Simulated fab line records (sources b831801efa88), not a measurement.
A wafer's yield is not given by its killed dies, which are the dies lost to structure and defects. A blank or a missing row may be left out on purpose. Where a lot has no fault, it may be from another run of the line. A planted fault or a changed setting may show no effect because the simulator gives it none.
fab line records	flow sfq_line	part 1 of 2: steps 1 to 25 of 34
[record] lots = 5	wafers = 15	last_day = 80
route steps=325 shown I4@173 JJ@178 M5@198
lots untouched by any fault: they come from a run of this same line in which no faults occurred
start_h: start of the lot's first displayed wafer, in hours after the record's first day	wait_h: time in hours since the lot's previous step	" as in the row above	L1.1+2: a single row standing in for several wafers	- no value present, or no start provided	* or withheld: withheld	< > ~ a bound
route shown NAME@n: names a module that has steps shown in the file, with the first one's number in the route	usual: average and standard deviation across the fault-free wafers	same: alike in all rows	chamber/n: place in a boat	sites: the reading at each site	_std_site: how widely they spread, as a standard deviation	_edge_site: the outer-site mean with the inner-site mean subtracted	radius_mm: how far each site lies from the wafer's centre	mask NAME#n: copy n	behind: the most recent tool/chamber to have shaped the wafer	hold: the reason the lot was held/the length of the hold in hours/how it ended	device: transistor that didn't switch, given as n, p or np	end of line: tests of these same wafers at the route's end	a step given without rows: its recipe and nothing more	killed: dies that structure and defects cost at the first sort, which is not the same as the wafer's yield	map: the dies of a wafer, with x for killed, . for not killed, _ for no die there
set.NAME: the setting as run; set.NAME@STEP: as run at that earlier step	model.NAME: the simulator's own value behind a step, which no gauge read
lots seen at some steps along the route; tables by step, rows by wafer
services: when a tool's chamber went out of use (start_h, in hours from the record's first day, below 0 if earlier), for how many hours, and the reason
[[steps]]
[step SFQ_I4_OVL_MEAS_928]
[usual] I4_OVL = 2/6
lot.wafer	tool	chamber	start_h	wait_h	I4_OVL[nm]
L075.2	overlay-02	-	1101.89	0.1	5
L075.3	"	-	"	"	5
L075.5	"	-	"	"	11
L083.3	overlay-02	-	1282.84	0.1	-4
L083.4	"	-	"	"	-15
L083.6	"	-	"	"	-9
L087.1	overlay-02	-	1333.49	0.1	5
L087.2	"	-	"	"	2
L087.5	"	-	"	"	6
L095.1	overlay-02	-	1470.94	0.1	-9
L095.3	"	-	"	"	-6
L095.5	"	-	"	"	-6
L097.1	overlay-01	-	1498.48	0.1	-1
L097.2	"	-	"	"	5
L097.5	"	-	"	"	3
[step SFQ_TRILAYER_I4_VIA_BARC_OPEN_VIA_ETCH_146]
[recipe] mask_material = PR	chemistry = O2	target_depth_nm = 125	target = BARC	source_w = 500	bias_w = 80	pressure_mtorr = 30	time_s = 41.7
[usual] drypump_motor_current_A = 5.7/0.43	oes_product_au = 0.685/0.0049
[same] time_s = 41.7
lot.wafer	tool	chamber	start_h	wait_h	drypump_motor_current_A	oes_product_au	rf_hours_counter_h
L075.2	rie_diel-01	1	1101.92	0.0	6.2	0.690	3
L075.3	"	3	"	"	6.0	0.688	1
L075.5	"	2	"	"	5.6	0.681	-
L083.3	rie_diel-02	2	1282.86	0.0	6.1	0.681	15
L083.4	"	0	"	"	5.3	0.681	3
L083.6	"	1	"	"	5.5	0.692	-
L087.1	rie_diel-01	1	1333.53	0.0	6.2	0.681	7
L087.2	"	2	"	"	5.6	0.678	8
L087.5	"	0	"	"	6.6	0.693	-
L095.1	rie_diel-02	0	1470.97	0.0	5.3	0.681	6
L095.3	"	3	"	"	5.2	0.685	17
L095.5	"	0	"	"	5.3	0.686	-
L097.1	rie_diel-01	0	1498.52	0.0	6.6	0.687	15
L097.2	"	2	"	"	5.6	0.677	11
L097.5	"	1	"	"	6.2	0.693	-
[step SFQ_TRILAYER_I4_VIA_ETCH_VIA_ETCH_106]
[recipe] target = SiO2	stop_on = Nb	mask_material = PR	taper_deg = 20	chemistry = CHF3	target_depth_nm = 260	source_w = 500	bias_w = 80	pressure_mtorr = 30	time_s = withheld
[usual] drypump_motor_current_A = 5.7/0.43	oes_product_au = 0.856/0.0054
lot.wafer	tool	chamber	start_h	wait_h	drypump_motor_current_A	oes_product_au
L075.2	rie_diel-01	1	1101.96	0.0	6.2	0.866
L075.3	"	3	"	"	6.0	0.863
L075.5	"	2	"	"	5.6	0.853
L083.3	rie_diel-02	2	1282.90	0.0	6.1	0.845
L083.4	"	0	"	"	5.3	0.860
L083.6	"	1	"	"	5.5	0.853
L087.1	rie_diel-01	1	1333.57	0.0	6.1	0.851
L087.2	"	2	"	"	5.6	0.851
L087.5	"	0	"	"	6.6	0.856
L095.1	rie_diel-02	0	1471.01	0.0	5.3	0.853
L095.3	"	3	"	"	5.2	0.855
L095.5	"	0	"	"	5.3	0.857
L097.1	rie_diel-01	0	1498.56	0.0	6.6	0.853
L097.2	"	2	"	"	5.6	0.853
L097.5	"	1	"	"	6.2	0.854
[step SFQ_TRILAYER_I4_VIA_STRIP_STRIP_107]
[recipe] gas = O2	power_w = 200	platen_temp_c = 40	overash_fraction = 0.65	chemistry = O2	pressure_mtorr = 50
[usual] drypump_motor_current_A = 6.0/0.44	oes_product_au = 0.998/0.0094	platen_temp_c = 40.00/0.12
lot.wafer	tool	chamber	start_h	wait_h	drypump_motor_current_A	oes_product_au	platen_temp_c	rf_hours_counter_h
L075.2	rie_metal-02	0	1102.07	-	6.5	1.018	39.94	36
L075.3	"	0	"	"	6.5	1.004	40.03	-
L075.5	"	0	"	"	6.5	1.010	39.88	-
L083.3	rie_metal-03	1	1283.22	-	6.1	0.993	40.06	-
L083.4	"	0	"	"	5.5	0.995	39.98	-
L083.6	"	0	"	"	5.5	0.996	40.00	-
L087.1	rie_metal-02	0	1333.68	-	6.5	1.005	39.85	74
L087.2	"	1	"	"	6.3	1.003	40.12	113
L087.5	"	0	"	"	6.5	1.006	39.90	-
L095.1	rie_metal-02	1	1471.13	-	6.3	1.001	39.95	137
L095.3	"	0	"	"	6.6	0.995	39.92	-
L095.5	"	1	"	"	6.3	1.004	40.09	-
L097.1	rie_metal-03	0	1498.67	-	5.5	1.003	39.96	38
L097.2	"	1	"	"	6.1	0.986	39.91	100
L097.5	"	1	"	"	6.1	0.981	39.74	-
[step SFQ_TRILAYER_I4_VIA_STRIP_SOLV_CLEAN_108]
[recipe] chemistry = NMP	temp_c = 70	time_s = 600
[same] time_s = 600
lot.wafer	tool	chamber	start_h	wait_h
L075.2+3+5	wet_bench-01	6,7,5	1102.67	0.4
L083.3+4+6	wet_bench-03	4,3,1	1283.62	0.2
L087.1+2+5	wet_bench-04	4,1,6	1334.28	0.4
L095.1+3+5	wet_bench-04	0,7,2	1471.73	0.4
L097.1+2+5	wet_bench-01	3,5,4	1499.27	0.4
[step SFQ_TRILAYER_JJ_TRILAYER_DEP_PRE_CLEAN_113]
[recipe] gas = Ar	time_s = 22.5	bias_v = 250
[same] time_s = 22.5
lot.wafer	tool	chamber	start_h	wait_h
L075.2+3+5	pvd_sputter-06	-	1102.85	0.0
L083.3+4+6	pvd_sputter-06	-	1283.79	0.0
L087.1+2+5	pvd_sputter-03	-	1334.46	0.0
L095.1+3+5	pvd_sputter-06	-	1471.90	0.0
L097.1+2+5	pvd_sputter-03	-	1499.45	0.0
[step SFQ_TRILAYER_JJ_TRILAYER_DEP_SPUTTER_109]
[recipe] material = Nb	base_pressure_pa = 1.33e-06	chamber_pressure_pa = 0.1333	substrate_temp_c = 20	target_thk_nm = 150	power_w = 2000	time_s = 100
[usual] throttle_valve_pct = 29.5/0.59
[same] time_s = 100
lot.wafer	tool	chamber	start_h	wait_h	throttle_valve_pct
L075.2	pvd_sputter-06	-	1102.88	0.0	30.8
L075.3	"	-	"	"	29.5
L075.5	"	-	"	"	29.3
L083.3	pvd_sputter-06	-	1283.82	0.0	30.7
L083.4	"	-	"	"	28.8
L083.6	"	-	"	"	30.9
L087.1	pvd_sputter-03	-	1334.49	0.0	29.6
L087.2	"	-	"	"	29.0
L087.5	"	-	"	"	29.2
L095.1	pvd_sputter-06	-	1471.93	0.0	29.9
L095.3	"	-	"	"	29.5
L095.5	"	-	"	"	30.8
L097.1	pvd_sputter-03	-	1499.48	0.0	29.8
L097.2	"	-	"	"	29.3
L097.5	"	-	"	"	29.0
[step SFQ_TRILAYER_JJ_TRILAYER_DEP_SPUTTER_110]
[recipe] material = Al	base_pressure_pa = 1.33e-06	target_thk_nm = 8	power_w = 500	time_s = 10	chamber_pressure_pa = 0.4
[usual] throttle_valve_pct = 29.5/0.6
[same] time_s = 10
lot.wafer	tool	chamber	start_h	wait_h	throttle_valve_pct
L075.2	pvd_sputter-06	-	1102.95	0.0	30.9
L075.3	"	-	"	"	29.4
L075.5	"	-	"	"	29.5
L083.3	pvd_sputter-06	-	1283.89	0.0	30.7
L083.4	"	-	"	"	28.7
L083.6	"	-	"	"	30.6
L087.1	pvd_sputter-03	-	1334.56	0.0	29.5
L087.2	"	-	"	"	29.2
L087.5	"	-	"	"	29.5
L095.1	pvd_sputter-06	-	1472.00	0.0	29.7
L095.3	"	-	"	"	29.4
L095.5	"	-	"	"	30.8
L097.1	pvd_sputter-03	-	1499.55	0.0	29.7
L097.2	"	-	"	"	29.1
L097.5	"	-	"	"	29.2
[step SFQ_TRILAYER_JJ_TRILAYER_DEP_AL_OXIDATION_111]
[recipe] pressure_mbar = 0.014667	oxidation_time_s = 600	temperature_k = 293
lot.wafer	tool	chamber	start_h	wait_h
L075.2+3+5	pvd_sputter-06	-	1102.97	0.0
L083.3+4+6	pvd_sputter-06	-	1283.92	0.0
L087.1+2+5	pvd_sputter-03	-	1334.58	0.0
L095.1+3+5	pvd_sputter-06	-	1472.03	0.0
L097.1+2+5	pvd_sputter-03	-	1499.57	0.0
[step SFQ_TRILAYER_JJ_TRILAYER_DEP_SPUTTER_112]
[recipe] material = Nb	base_pressure_pa = 1.33e-06	chamber_pressure_pa = 0.1333	substrate_temp_c = 20	target_thk_nm = 170	power_w = 2000	time_s = 113.3
[usual] throttle_valve_pct = 29.5/0.58
[same] time_s = 113.3
lot.wafer	tool	chamber	start_h	wait_h	throttle_valve_pct
L075.2	pvd_sputter-06	-	1103.97	0.5	30.7
L075.3	"	-	"	"	29.7
L075.5	"	-	"	"	29.2
L083.3	pvd_sputter-06	-	1284.92	0.5	30.5
L083.4	"	-	"	"	28.7
L083.6	"	-	"	"	30.8
L087.1	pvd_sputter-03	-	1335.58	0.5	29.5
L087.2	"	-	"	"	29.0
L087.5	"	-	"	"	29.3
L095.1	pvd_sputter-06	-	1473.03	0.5	29.8
L095.3	"	-	"	"	29.3
L095.5	"	-	"	"	30.6
L097.1	pvd_sputter-03	-	1500.57	0.5	29.5
L097.2	"	-	"	"	29.4
L097.5	"	-	"	"	29.1
[step SFQ_JJ_RS_MEAS_929]
[recipe] thk_meas_gauge = four-point-probe	reads = Nb_of_TRILAYER_JJ_TRILAYER_DEP_SPUTTER_112
[usual] JJ_NB_RS = 1.054/0.0095
lot.wafer	tool	chamber	start_h	wait_h	JJ_NB_RS[ohm/sq]
L075.2	film_metro-04	-	1104.07	0.1	1.049
L075.3	"	-	"	"	1.046
L075.5	"	-	"	"	1.041
L083.3	film_metro-04	-	1285.04	0.1	1.049
L083.4	"	-	"	"	1.053
L083.6	"	-	"	"	1.043
L087.1	film_metro-02	-	1335.66	0.0	1.046
L087.2	"	-	"	"	1.049
L087.5	"	-	"	"	1.047
L095.1	film_metro-01	-	1473.10	0.0	1.039
L095.3	"	-	"	"	1.056
L095.5	"	-	"	"	1.057
L097.1	film_metro-02	-	1500.65	0.0	1.073
L097.2	"	-	"	"	1.059
L097.5	"	-	"	"	1.065
[step SFQ_TRILAYER_JJ_CE_LITHO_COAT_119]
[recipe] resist = BARC	spin_rpm = 3000	resist_thk_nm = 62
[usual] exhaust_pa = 44.8/0.83
lot.wafer	tool	chamber	start_h	wait_h	exhaust_pa
L075.2	litho_track-04	0	1104.28	0.1	44.8
L075.3	"	0	"	"	46.0
L075.5	"	0	"	"	45.1
L083.3	litho_track-04	0	1285.28	0.1	44.2
L083.4	"	0	"	"	44.6
L083.6	"	0	"	"	45.6
L087.1	litho_track-03	0	1335.84	0.1	45.8
L087.2	"	0	"	"	45.7
L087.5	"	0	"	"	44.8
L095.1	litho_track-04	0	1473.28	0.1	44.3
L095.3	"	0	"	"	44.1
L095.5	"	0	"	"	43.8
L097.1	litho_track-02	0	1500.83	0.1	43.0
L097.2	"	0	"	"	43.3
L097.5	"	0	"	"	44.3
[step SFQ_TRILAYER_JJ_CE_LITHO_COAT_114]
[recipe] resist = KrF	spin_rpm = 3000	resist_thk_nm = 600
[usual] exhaust_pa = 44.9/0.83
lot.wafer	tool	chamber	start_h	wait_h	exhaust_pa
L075.2	litho_track-04	0	1104.58	0.2	44.8
L075.3	"	0	"	"	45.6
L075.5	"	0	"	"	45.0
L083.3	litho_track-04	0	1285.58	0.2	44.8
L083.4	"	0	"	"	43.8
L083.6	"	0	"	"	45.6
L087.1	litho_track-03	0	1336.14	0.2	45.7
L087.2	"	0	"	"	44.3
L087.5	"	0	"	"	44.8
L095.1	litho_track-04	0	1473.58	0.2	44.4
L095.3	"	0	"	"	45.7
L095.5	"	0	"	"	45.8
L097.1	litho_track-02	0	1501.13	0.2	44.3
L097.2	"	0	"	"	44.1
L097.5	"	0	"	"	44.2
[step SFQ_TRILAYER_JJ_CE_LITHO_SOFTBAKE_118]
[recipe] temp_c = withheld	time_s = withheld	resist = KrF
[usual] exhaust_pa = 45.0/0.91
lot.wafer	tool	chamber	start_h	wait_h	exhaust_pa
L075.2	litho_track-04	0	1104.85	0.2	45.1
L075.3	"	0	"	"	44.2
L075.5	"	0	"	"	46.1
L083.3	litho_track-04	0	1285.83	0.2	45.2
L083.4	"	0	"	"	45.3
L083.6	"	0	"	"	45.5
L087.1	litho_track-03	0	1336.44	0.2	43.9
L087.2	"	0	"	"	44.8
L087.5	"	0	"	"	44.8
L095.1	litho_track-04	0	1473.88	0.2	45.6
L095.3	"	0	"	"	44.6
L095.5	"	0	"	"	45.3
L097.1	litho_track-02	0	1501.43	0.2	44.3
L097.2	"	0	"	"	46.0
L097.5	"	0	"	"	44.8
[step SFQ_TRILAYER_JJ_CE_LITHO_EXPOSE_115]
[recipe] mask_id = J5	na = 0.6	source_shape = conventional	sigma_outer = 0.65	target_cd_nm = 700	dose_mj = 14.4
[same] na = 0.6
lot.wafer	tool	chamber	start_h	wait_h	mask
L075.2+3+5	krf_scanner-02	0	1224.15	-	J5#0
L083.3+4+6	krf_scanner-02	0	1299.28	-	J5#0
L087.1+2+5	krf_scanner-02	0	1336.59	-	J5#0
L095.1+3+5	krf_scanner-02	0	1474.06	-	J5#0
L097.1+2+5	krf_scanner-01	0	1611.41	-	J5#0
[step SFQ_TRILAYER_JJ_CE_LITHO_PEB_117]
[recipe] peb_temp_c = 115	peb_time_s = 60	resist = KrF
[usual] exhaust_pa = 45.1/0.8	plate_temp_C = 115.01/0.14
lot.wafer	tool	chamber	start_h	wait_h	exhaust_pa	plate_temp_C
L075.2	litho_track-02	0	1225.18	0.8	45.4	115.13
L075.3	"	0	"	"	45.8	115.22
L075.5	"	0	"	"	46.3	115.05
L083.3	litho_track-03	0	1300.13	0.7	45.9	114.94
L083.4	"	0	"	"	45.3	114.95
L083.6	"	0	"	"	45.2	114.93
L087.1	litho_track-02	0	1337.79	1.0	44.7	114.97
L087.2	"	0	"	"	43.7	114.96
L087.5	"	0	"	"	44.4	115.11
L095.1	litho_track-02	0	1475.26	1.0	44.6	115.24
L095.3	"	0	"	"	45.9	114.94
L095.5	"	0	"	"	45.8	114.83
L097.1	litho_track-02	0	1612.61	1.0	45.2	114.99
L097.2	"	0	"	"	44.8	115.19
L097.5	"	0	"	"	44.5	115.07
[step SFQ_TRILAYER_JJ_CE_LITHO_DEVELOP_116]
[recipe] time_s = 60	resist = KrF
[usual] exhaust_pa = 45.1/0.99
[same] time_s = 60
lot.wafer	tool	chamber	start_h	wait_h	exhaust_pa
L075.2	litho_track-02	0	1225.33	0.1	45.1
L075.3	"	0	"	"	45.6
L075.5	"	0	"	"	44.8
L083.3	litho_track-03	0	1300.28	0.1	45.8
L083.4	"	0	"	"	44.0
L083.6	"	0	"	"	43.3
L087.1	litho_track-02	0	1337.94	0.1	44.6
L087.2	"	0	"	"	45.0
L087.5	"	0	"	"	46.1
L095.1	litho_track-02	0	1475.41	0.1	45.8
L095.3	"	0	"	"	44.9
L095.5	"	0	"	"	44.7
L097.1	litho_track-02	0	1612.76	0.1	45.3
L097.2	"	0	"	"	45.6
L097.5	"	0	"	"	45.6
[step SFQ_JJ_OVL_MEAS_931]
[usual] J5_OVL = -2/4.9
lot.wafer	tool	chamber	start_h	wait_h	J5_OVL[nm]
L075.2	overlay-01	-	1225.46	0.1	-7
L075.3	"	-	"	"	2
L075.5	"	-	"	"	2
L083.3	overlay-01	-	1300.39	0.1	-2
L083.4	"	-	"	"	-2
L083.6	"	-	"	"	-4
L087.1	overlay-02	-	1338.09	0.1	3
L087.2	"	-	"	"	5
L087.5	"	-	"	"	-4
L095.1	overlay-01	-	1475.56	0.1	-1
L095.3	"	-	"	"	-6
L095.5	"	-	"	"	-2
L097.1	overlay-02	-	1612.91	0.1	-1
L097.2	"	-	"	"	-1
L097.5	"	-	"	"	-2
[step SFQ_TRILAYER_JJ_CE_METRO_MEASURE_117]
[usual] cd_nm = 700.0/1.6
lot.wafer	tool	chamber	start_h	wait_h	cd_nm
L075.2	cd_sem-01	-	1225.69	0.2	699.5
L075.3	"	-	"	"	699.6
L075.5	"	-	"	"	699.6
L083.3	cd_sem-02	-	1300.81	0.4	701.8
L083.4	"	-	"	"	701.3
L083.6	"	-	"	"	701.1
L087.1	cd_sem-02	-	1338.13	0.0	700.6
L087.2	"	-	"	"	700.9
L087.5	"	-	"	"	701.5
L095.1	cd_sem-02	-	1475.59	0.0	696.7
L095.3	"	-	"	"	696.9
L095.5	"	-	"	"	696.8
L097.1	cd_sem-02	-	1612.94	0.0	698.9
L097.2	"	-	"	"	698.4
L097.5	"	-	"	"	698.5
[step SFQ_TRILAYER_JJ_CE_BARC_OPEN_RIE_150]
[recipe] mask_material = PR	chemistry = O2	target_depth_nm = 240	target = BARC	icp_w = 600	bias_w = 80	pressure_mtorr = 10	time_s = 80
[usual] drypump_motor_current_A = 5.9/0.56	oes_product_au = 0.538/0.0048
[same] time_s = 80
lot.wafer	tool	chamber	start_h	wait_h	drypump_motor_current_A	oes_product_au	rf_hours_counter_h
L075.2	rie_metal-02	0	1226.69	0.8	6.5	0.550	56
L075.3	"	1	"	"	6.3	0.537	-
L075.5	"	1	"	"	6.3	0.532	-
L083.3	rie_metal-02	1	1301.64	0.6	6.3	0.536	-
L083.4	"	0	"	"	6.6	0.542	-
L083.6	"	0	"	"	6.6	0.536	-
L087.1	rie_metal-04	0	1339.33	1.0	5.7	0.541	132
L087.2	"	1	"	"	4.7	0.540	119
L087.5	"	1	"	"	4.8	0.535	-
L095.1	rie_metal-02	0	1476.79	1.0	6.6	0.537	100
L095.3	"	0	"	"	6.6	0.539	-
L095.5	"	1	"	"	6.3	0.528	-
L097.1	rie_metal-01	1	1614.14	1.0	6.3	0.539	121
L097.2	"	0	"	"	5.3	0.543	134
L097.5	"	1	"	"	6.3	0.539	-
[step SFQ_TRILAYER_JJ_CE_ETCH_RIE_118]
[recipe] target = Nb	stop_on = Al2O3	mask_material = PR	taper_deg = 13.257	over_etch_frac = 0.15	time_s = 97.7	chemistry = SF6	target_depth_nm = 170	icp_w = 600	bias_w = 80	pressure_mtorr = 10
[usual] drypump_motor_current_A = 5.9/0.56	oes_product_au = 0.987/0.0066
[same] time_s = 97.7
lot.wafer	tool	chamber	start_h	wait_h	drypump_motor_current_A	oes_product_au	rf_hours_counter_h
L075.2	rie_metal-02	0	1226.78	0.1	6.5	0.992	56
L075.3	"	1	"	"	6.3	0.989	-
L075.5	"	1	"	"	6.3	0.997	-
L083.3	rie_metal-02	1	1301.74	0.1	6.3	0.997	-
L083.4	"	0	"	"	6.6	0.984	-
L083.6	"	0	"	"	6.5	0.983	-
L087.1	rie_metal-04	0	1339.42	0.1	5.6	0.986	132
L087.2	"	1	"	"	4.7	0.979	119
L087.5	"	1	"	"	4.7	0.993	-
L095.1	rie_metal-02	0	1476.89	0.1	6.5	0.995	100
L095.3	"	0	"	"	6.5	0.983	-
L095.5	"	1	"	"	6.3	0.988	-
L097.1	rie_metal-01	1	1614.24	0.1	6.3	0.983	121
L097.2	"	0	"	"	5.3	0.985	134
L097.5	"	1	"	"	6.3	0.982	-
[step SFQ_TRILAYER_JJ_ANODIZE_ANODIZE_119]
[recipe] current_density_ma_cm2 = withheld	end_current_density_ma_cm2 = withheld	bath_temp_c = withheld
lot.wafer	tool	chamber	start_h	wait_h
L075.2+3+5	wet_bench-06	2,1,3	1226.89	0.1
L083.3+4+6	wet_bench-06	6,1,7	1301.81	0.0
L087.1+2+5	wet_bench-06	7,1,2	1339.52	0.1
L095.1+3+5	wet_bench-06	3,0,7	1476.99	0.1
L097.1+2+5	wet_bench-06	6,5,1	1614.34	0.1
[step SFQ_TRILAYER_JJ_CE_STRIP_STRIP_120]
[recipe] gas = O2	power_w = 200	platen_temp_c = 40	overash_fraction = 0.65	chemistry = O2	pressure_mtorr = 50
[usual] drypump_motor_current_A = 5.9/0.62	oes_product_au = 1.003/0.0072	platen_temp_c = 40.01/0.11
lot.wafer	tool	chamber	start_h	wait_h	drypump_motor_current_A	oes_product_au	platen_temp_c	rf_hours_counter_h
L075.2	rie_metal-01	0	1227.39	0.0	5.3	1.001	40.05	79
L075.3	"	1	"	"	6.3	0.998	40.13	-
L075.5	"	1	"	"	6.3	0.999	39.95	-
L083.3	rie_metal-02	0	1302.51	0.2	6.5	1.001	40.18	-
L083.4	"	1	"	"	6.3	1.002	40.13	-
L083.6	"	0	"	"	6.5	0.998	40.07	-
L087.1	rie_metal-02	0	1340.02	0.0	6.5	0.999	40.07	75
L087.2	"	1	"	"	6.3	1.004	39.79	114
L087.5	"	1	"	"	6.3	1.010	40.02	-
L095.1	rie_metal-01	0	1477.49	0.0	5.3	0.998	39.94	118
L095.3	"	1	"	"	6.3	1.001	40.13	-
L095.5	"	0	"	"	5.3	1.010	39.85	-
L097.1	rie_metal-01	0	1614.84	0.0	5.3	1.017	39.95	134
L097.2	"	1	"	"	6.3	1.001	40.11	121
L097.5	"	0	"	"	5.3	1.012	40.03	-
[step SFQ_TRILAYER_JJ_CE_STRIP_SOLV_CLEAN_121]
[recipe] chemistry = NMP	temp_c = 70	time_s = 600
[same] time_s = 600
lot.wafer	tool	chamber	start_h	wait_h
L075.2+3+5	wet_bench-04	7,2,0	1227.99	0.4
L083.3+4+6	wet_bench-04	0,2,1	1302.91	0.2
L087.1+2+5	wet_bench-04	2,3,4	1340.62	0.4
L095.1+3+5	wet_bench-01	7,0,1	1478.09	0.4
L097.1+2+5	wet_bench-02	7,0,1	1615.44	0.4
[step SFQ_TRILAYER_M5_LITHO_COAT_128]
[recipe] resist = BARC	spin_rpm = 3000	resist_thk_nm = 62
[usual] exhaust_pa = 44.9/0.79
lot.wafer	tool	chamber	start_h	wait_h	exhaust_pa
L075.2	litho_track-04	0	1228.21	0.1	45.2
L075.3	"	0	"	"	44.0
L075.5	"	0	"	"	44.5
L083.3	litho_track-04	0	1303.19	0.1	45.1
L083.4	"	0	"	"	44.1
L083.6	"	0	"	"	43.8
L087.1	litho_track-02	0	1340.80	0.0	44.0
L087.2	"	0	"	"	44.1
L087.5	"	0	"	"	44.5
L095.1	litho_track-02	0	1478.27	0.0	44.5
L095.3	"	0	"	"	45.7
L095.5	"	0	"	"	45.2
L097.1	litho_track-01	0	1615.62	0.0	44.1
L097.2	"	0	"	"	44.5
L097.5	"	0	"	"	45.0
